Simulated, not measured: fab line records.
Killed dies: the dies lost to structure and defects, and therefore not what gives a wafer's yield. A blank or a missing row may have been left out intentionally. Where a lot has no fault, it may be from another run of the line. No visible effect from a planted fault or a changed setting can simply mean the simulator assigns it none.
The tool behind it: which one? | flow gf180mcu | Sampling: 15 lots, 45 wafers, 6 of 602 route steps

## WHAT EACH GAUGE READ, for each wafer
GF_HV_LDD_TW_MEAS_38. Usual: HV_LDD_3_TW gives 1432 (standard deviation 12).
lot  | measured     | on           | HV_LDD_3_TW                   | flag
L438 | day 11 23:20 | filmMetro-02 | 1436 1442 1436                | 
L440 | day 12 20:35 | filmMetro-01 | 1427 1439 1433                | 
L441 | day 13 01:40 | filmMetro-04 | 1416 1417 1419                | 
L442 | day 13 09:47 | filmMetro-04 | 1416 1414 1423                | 
L444 | day 14 07:31 | filmMetro-02 | 1327 1321 1318 1323 1319 1319 | OFF
L445 | day 14 11:56 | filmMetro-04 | 1295 1288 1295 1294 1305 1295 | OFF
L446 | day 14 16:23 | filmMetro-01 | 1311 1320 1314 1314 1320 1319 | OFF
L448 | day 15 09:53 | filmMetro-04 | 1414 1416 1415                | 
L450 | day 15 22:25 | filmMetro-02 | 1434 1439 1440                | 
L451 | day 16 07:32 | filmMetro-04 | 1417 1418 1409                | 
L452 | day 16 22:11 | filmMetro-04 | 1419 1424 1418                | 
L454 | day 17 09:02 | filmMetro-04 | 1423 1418 1427                | 
L457 | day 18 05:22 | filmMetro-04 | 1422 1417 1421                | 
L458 | day 18 11:28 | filmMetro-01 | 1436 1443 1445                | 
L460 | day 19 11:41 | filmMetro-02 | 1445 1451 1445                | 

GF_HV_LDD_RS_MEAS_53: measurement is done with a four-point probe. Usual: HV_LDD_RS gives 418.2 ohm/sq (standard deviation 0.93).
lot  | measured     | on           | HV_LDD_RS (ohm/sq)                  | flag
L438 | day 12 18:52 | filmMetro-02 | 418.9 416.9 418.4                   | 
L440 | day 13 16:10 | filmMetro-04 | 420.0 419.3 418.9                   | 
L441 | day 13 22:30 | filmMetro-01 | 417.9 417.9 417.9                   | 
L442 | day 14 07:13 | filmMetro-01 | 418.8 418.3 418.9                   | 
L444 | day 15 05:20 | filmMetro-04 | 439.5 440.6 440.4 440.5 440.2 441.2 | OFF
L445 | day 15 10:30 | filmMetro-04 | 437.7 437.3 435.7 437.4 438.0 438.0 | OFF
L446 | day 15 14:14 | filmMetro-02 | 439.6 438.7 439.1 439.0 438.7 439.2 | OFF
L448 | day 16 08:26 | filmMetro-01 | 418.2 418.4 417.7                   | 
L450 | day 16 21:35 | filmMetro-01 | 420.2 419.8 419.4                   | 
L451 | day 17 06:58 | filmMetro-04 | 418.2 418.7 419.1                   | 
L452 | day 17 21:34 | filmMetro-01 | 419.8 419.8 419.9                   | 
L454 | day 18 08:10 | filmMetro-02 | 418.2 417.9 417.1                   | 
L457 | day 19 05:08 | filmMetro-01 | 416.8 417.3 417.7                   | 
L458 | day 19 11:16 | filmMetro-01 | 417.4 418.2 417.3                   | 
L460 | day 20 12:26 | filmMetro-02 | 418.6 419.6 417.8                   | 

GF_V1_CD_MEAS_14: target cd 260 nm. Usual: 260.2 nm for cdNm, sd 1.3.
lot  | measured     | on       | cdNm (nm)         | flag
L438 | day 18 13:26 | cdSem-02 | 258.3 258.3 258.6 | 
L440 | day 19 17:23 | cdSem-01 | 259.7 259.9 259.6 | 
L441 | day 20 01:46 | cdSem-01 | 260.2 260.2 260.7 | 
L442 | day 20 09:11 | cdSem-02 | 261.0 261.9 261.3 | 
L448 | day 22 14:09 | cdSem-01 | 259.9 260.0 260.1 | 
L450 | day 23 02:02 | cdSem-02 | 260.5 259.7 260.7 | 
L451 | day 23 13:41 | cdSem-01 | 263.1 260.9 261.5 | 
L452 | day 24 01:41 | cdSem-01 | 262.0 261.1 261.5 | 
L454 | day 24 19:53 | cdSem-02 | 261.2 260.6 260.4 | 
L457 | day 25 22:32 | cdSem-02 | 257.2 259.3 258.5 | 
L458 | day 25 23:20 | cdSem-02 | 259.2 258.6 258.9 | 
L460 | day 26 18:24 | cdSem-01 | 257.6 258.4 258.4 | 

## EACH LOT AND THE TOOL THAT RAN IT (in order: tool; ch and the chambers of the sampled wafers; start)
lot  | GF_HV_LDD_IMPLANT_33            | GF_HV_LDD_STRIP_37                  | GF_M1_STRIP_17
L438 | implanter-01 ch 0, day 11 22:38 | plasmaAsher-04 ch 0,1, day 11 23:13 | plasmaAsher-03 ch 0,1, day 17 13:20
L440 | implanter-02 ch 0, day 12 19:53 | plasmaAsher-01 ch 0,1, day 12 20:28 | plasmaAsher-03 ch 1, day 18 16:13
L441 | implanter-02 ch 0, day 13 00:58 | plasmaAsher-03 ch 0,1, day 13 01:34 | plasmaAsher-01 ch 0,1, day 19 00:52
L442 | implanter-02 ch 0, day 13 09:06 | plasmaAsher-04 ch 0,1, day 13 09:40 | plasmaAsher-02 ch 0,1, day 19 07:49
L444 | implanter-02, day 14 06:49      | plasmaAsher-01 ch 0,1, day 14 07:25 | -
L445 | implanter-02, day 14 11:16      | plasmaAsher-04 ch 0,1, day 14 11:51 | -
L446 | implanter-01, day 14 15:43      | plasmaAsher-01 ch 0,1, day 14 16:18 | -
L448 | implanter-02 ch 0, day 15 09:13 | plasmaAsher-01 ch 0,1, day 15 09:49 | plasmaAsher-01 ch 0,1, day 21 13:35
L450 | implanter-01 ch 0, day 15 21:43 | plasmaAsher-03 ch 0,1, day 15 22:19 | plasmaAsher-02 ch 0,1, day 22 01:32
L451 | implanter-02 ch 0, day 16 06:52 | plasmaAsher-01 ch 0,1, day 16 07:27 | plasmaAsher-01 ch 0,1, day 22 13:13
L452 | implanter-02 ch 0, day 16 21:29 | plasmaAsher-01 ch 0,1, day 16 22:04 | plasmaAsher-02 ch 0,1, day 23 01:56
L454 | implanter-02 ch 0, day 17 08:20 | plasmaAsher-01 ch 0,1, day 17 08:55 | plasmaAsher-03 ch 0,1, day 23 19:38
L457 | implanter-03 ch 0, day 18 04:40 | plasmaAsher-04 ch 0,1, day 18 05:16 | plasmaAsher-03 ch 0,1, day 24 21:17
L458 | implanter-01 ch 0, day 18 10:47 | plasmaAsher-04 ch 0,1, day 18 11:21 | plasmaAsher-01 ch 0,1, day 24 21:40
L460 | implanter-01 ch 0, day 19 11:01 | plasmaAsher-01 ch 0,1, day 19 11:36 | plasmaAsher-01 ch 0,1, day 25 20:32
- GF_HV_LDD_IMPLANT_33
- GF_HV_LDD_STRIP_37: strips in O2/N2.
- GF_M1_STRIP_17: strips in O2/N2.

## WHAT THE TOOLS THEMSELVES READ (means of the sampled wafers that have a number; where no wafer has one, the mark that the record gives instead)
GF_HV_LDD_IMPLANT_33. Usual: beamEnergyKeV 60.001, standard deviation 0.018; beamOnS 10.00 s, standard deviation 0.18; tiltDeg 29.995 degrees, standard deviation 0.02.
lot  | tool         | beamEnergyKeV | beamOnS (s) | tiltDeg (degrees) | flag
L438 | implanter-01 | 59.996        | 9.77        | 30.007            | 
L440 | implanter-02 | 60.001        | 9.98        | 29.994            | 
L441 | implanter-02 | 59.987        | 10.17       | 29.994            | 
L442 | implanter-02 | 60.005        | 9.79        | 30.004            | 
L444 | implanter-02 | -             | -           | -                 | OFF
L445 | implanter-02 | -             | -           | -                 | OFF
L446 | implanter-01 | -             | -           | -                 | OFF
L448 | implanter-02 | 60.023        | 10.03       | 30.013            | 
L450 | implanter-01 | 59.998        | 10.05       | 30.004            | 
L451 | implanter-02 | 59.974        | 10.07       | 30.023            | 
L452 | implanter-02 | 60.009        | 10.05       | 29.972            | 
L454 | implanter-02 | 59.989        | 9.92        | 29.995            | 
L457 | implanter-03 | 60.019        | 10.16       | 29.993            | 
L458 | implanter-01 | 60.018        | 10.11       | 30.005            | 
L460 | implanter-01 | 60.002        | 9.96        | 29.991            | 

GF_HV_LDD_STRIP_37. Usual: drypumpMotorCurrentA 5.9 A, standard deviation 0.4; heaterPowerW 330 W, standard deviation 17; oesProductAu 0.716 a.u., standard deviation 0.0044; stripTimeToEndpointS 12.64 s, standard deviation 0.035.
lot  | tool           | drypumpMotorCurrentA (A) | heaterPowerW (W) | oesProductAu (a.u.) | stripTimeToEndpointS (s) | flag
L438 | plasmaAsher-04 | 5.5                      | 330              | 0.718               | 12.61                    | 
L440 | plasmaAsher-01 | 6.2                      | 341              | 0.716               | 12.64                    | 
L441 | plasmaAsher-03 | 5.3                      | 318              | 0.713               | 12.66                    | 
L442 | plasmaAsher-04 | 5.8                      | 338              | 0.716               | 12.66                    | 
L444 | plasmaAsher-01 | 6.1                      | 322              | 0.714               | 12.66                    | 
L445 | plasmaAsher-04 | 5.5                      | 328              | 0.717               | 12.65                    | 
L446 | plasmaAsher-01 | 6.2                      | 344              | 0.712               | 12.67                    | 
L448 | plasmaAsher-01 | 6.1                      | 326              | 0.720               | 12.64                    | 
L450 | plasmaAsher-03 | 5.5                      | 302              | 0.717               | 12.62                    | 
L451 | plasmaAsher-01 | 6.1                      | 325              | 0.711               | 12.61                    | 
L452 | plasmaAsher-01 | 6.1                      | 325              | 0.720               | 12.67                    | 
L454 | plasmaAsher-01 | 6.2                      | 323              | 0.717               | 12.62                    | 
L457 | plasmaAsher-04 | 5.7                      | 336              | 0.718               | 12.64                    | 
L458 | plasmaAsher-04 | 5.8                      | 341              | 0.718               | 12.62                    | 
L460 | plasmaAsher-01 | 6.1                      | 327              | 0.717               | 12.61                    | 

GF_M1_STRIP_17. Usual: drypumpMotorCurrentA 5.6 A, standard deviation 0.52; heaterPowerW 322 W, standard deviation 26; oesProductAu 0.538 a.u., standard deviation 0.005; stripTimeToEndpointS 7.39 s, standard deviation 0.055.
lot  | tool           | drypumpMotorCurrentA (A) | heaterPowerW (W) | oesProductAu (a.u.) | stripTimeToEndpointS (s) | flag
L438 | plasmaAsher-03 | 5.3                      | 315              | 0.539               | 7.39                     | 
L440 | plasmaAsher-03 | 5.6                      | 291              | 0.536               | 7.36                     | 
L441 | plasmaAsher-01 | 6.1                      | 324              | 0.535               | 7.38                     | 
L442 | plasmaAsher-02 | 5.2                      | 340              | 0.538               | 7.42                     | 
L448 | plasmaAsher-01 | 6.2                      | 337              | 0.539               | 7.34                     | 
L450 | plasmaAsher-02 | 5.2                      | 344              | 0.542               | 7.40                     | 
L451 | plasmaAsher-01 | 6.2                      | 334              | 0.536               | 7.39                     | 
L452 | plasmaAsher-02 | 5.2                      | 339              | 0.538               | 7.41                     | 
L454 | plasmaAsher-03 | 5.3                      | 316              | 0.536               | 7.31                     | 
L457 | plasmaAsher-03 | 5.3                      | 320              | 0.538               | 7.37                     | 
L458 | plasmaAsher-01 | 6.2                      | 341              | 0.540               | 7.46                     | 
L460 | plasmaAsher-01 | 6.1                      | 326              | 0.535               | 7.38                     | 

## THE ANSWER, worked out from the rows above alone
Rule: take the mean of a lot's wafers that have a number; if it is more than 3 standard deviations from the usual mean, the lot is off. Also off: a lot with no number at a reading for which 4 or more lots have one. The other lots that the step has rows for count as sound. Order of review: gauges by route order, followed by the tools' own readings, for which a lot's mean as printed above is used. The first step at which some lot is off is used, and at that step the reading that is off furthest; a lot without a number counts as furthest.
Off: L444, L445, L446, seen at GF_HV_LDD_TW_MEAS_38 (HV_LDD_3_TW).
A tool fits if, at a process step before that reading, it ran every lot that is off, and no sound lot after the first of them. The gauges at GF_HV_LDD_TW_MEAS_38 aren't tried: what is off there is off at GF_HV_LDD_IMPLANT_33 too, on other tools, and a gauge's error can't cause that. Of those tried, none fits.

## WHAT THE SIMULATOR HAD INSERTED
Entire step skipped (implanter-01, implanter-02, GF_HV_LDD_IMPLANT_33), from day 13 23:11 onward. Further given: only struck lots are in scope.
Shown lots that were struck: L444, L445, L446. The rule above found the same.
